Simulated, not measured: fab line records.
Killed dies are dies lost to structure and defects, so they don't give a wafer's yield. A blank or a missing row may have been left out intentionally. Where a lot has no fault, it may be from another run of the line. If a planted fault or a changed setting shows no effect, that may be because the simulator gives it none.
The tool behind it: which one? -- flow gf180mcu -- 6 lots with 18 wafers sampled at 2 steps, on a route of 602 steps

WHAT THE GAUGES SHOWED, per wafer
GF_STI_THK_MEAS_24.
lot,measured,on,STI_CVD_23_THK (nm)
L252,day 2 13:47,film metro-03,652 643 649
L254,day 2 23:51,film metro-02,657 646 655
L261,day 4 12:48,film metro-01,648 650 655
L264,day 5 03:28,film metro-01,653 651 651
L267,day 5 18:59,film metro-02,652 655 655
L271,day 6 17:35,film metro-02,657 647 654

WHICH TOOL RAN EACH LOT (tool, then ch and the chambers of the sampled wafers, then the start)
lot,GF_STI_CVD_23
L252,"hdpcvd-02 ch 1,2, day 2 13:42"
L254,"hdpcvd-01 ch 0,1,2, day 2 23:46"
L261,"hdpcvd-01 ch 0,2, day 4 12:43"
L264,"hdpcvd-01 ch 0,1,2, day 5 03:23"
L267,"hdpcvd-01 ch 0,2, day 5 18:54"
L271,"hdpcvd-01 ch 0,1, day 6 17:31"
- GF_STI_CVD_23: deposits SiO2, target thk 650 nm, time 108.3 s.

THE ANSWER, worked out from the rows above alone
Rule: the usual values come from the lots themselves. The widest of any qualifying gaps counts: lots, ordered by their means at a reading, are off when they make up no more than a third of the lots, leave a main group of 4 or more, and stand apart from it by 3 or more times the standard deviation of that group's means. A main group is skipped when, at the precision printed for the reading in the tables above, its means are all equal. Also off: a lot with no number at a reading for which 4 or more lots have one. The other lots that the step has rows for count as sound.
Across all readings shown, no lot is off: no conclusion can be drawn from this.

WHAT THE SIMULATOR PUT IN
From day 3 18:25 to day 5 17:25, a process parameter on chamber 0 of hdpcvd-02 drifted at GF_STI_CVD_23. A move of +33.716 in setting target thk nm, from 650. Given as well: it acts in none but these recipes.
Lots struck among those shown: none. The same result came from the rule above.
